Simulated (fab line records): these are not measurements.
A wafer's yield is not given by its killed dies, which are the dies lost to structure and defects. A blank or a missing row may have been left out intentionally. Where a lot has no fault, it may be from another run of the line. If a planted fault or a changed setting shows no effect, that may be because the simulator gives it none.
Chamber matching + flow gf180mcu + GF_CONTACT_CVD_02 on pecvd-02 has 3 sister chambers
The step deposits SiO2 from TEOS, target thk 860 nm, time 95.992 s. 6 wafers are shown with their chamber, then 7 later ones without.

## WAFERS PAIRED WITH THEIR CHAMBERS
| wafer  | chamber | heaterPowerW (W) |
|--------|---------|------------------|
| L267.1 | 1       | 856              |
| L269.1 | 0       | 651              |
| L269.3 | 1       | 805              |
| L269.4 | 2       | 460              |
| L270.2 | 0       | 646              |
| L270.5 | 2       | 542              |

## WAFERS WITH NO CHAMBER GIVEN
| wafer  | heaterPowerW (W) |
|--------|------------------|
| L270.6 | 522              |
| L271.1 | 564              |
| L271.2 | 604              |
| L271.3 | 781              |
| L279.3 | 849              |
| L279.4 | 615              |
| L279.6 | 870              |

## EACH ONE'S CHAMBER
| wafer  | from the rows above     | in truth                   |
|--------|-------------------------|----------------------------|
| L270.6 | 2                       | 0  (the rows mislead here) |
| L271.1 | can't be placed: 2 or 0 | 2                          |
| L271.2 | can't be placed: 0 or 2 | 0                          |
| L271.3 | 1                       | 1                          |
| L279.3 | 1                       | 1                          |
| L279.4 | 0                       | 0                          |
| L279.6 | 1                       | 1                          |
4 of 7 placed correctly. Not placeable from these rows: 2 (in 2, the candidates include the true chamber). Wrongly placed: 1.
How it was worked out, from the rows above alone: a wafer's distance from a chamber is the root of the sum, over the readings, of the square of ((its reading less the chamber's mean) divided by the reading's scatter). If the next closest chamber is less than 2 further off than the closest, the wafer can't be placed; otherwise it belongs to the closest. Each chamber's mean is taken over the wafers shown for it. The scatter: take each reading less its chamber's mean, square it, sum over the shown wafers, divide by the number of wafers less the number of chambers, and take the root.
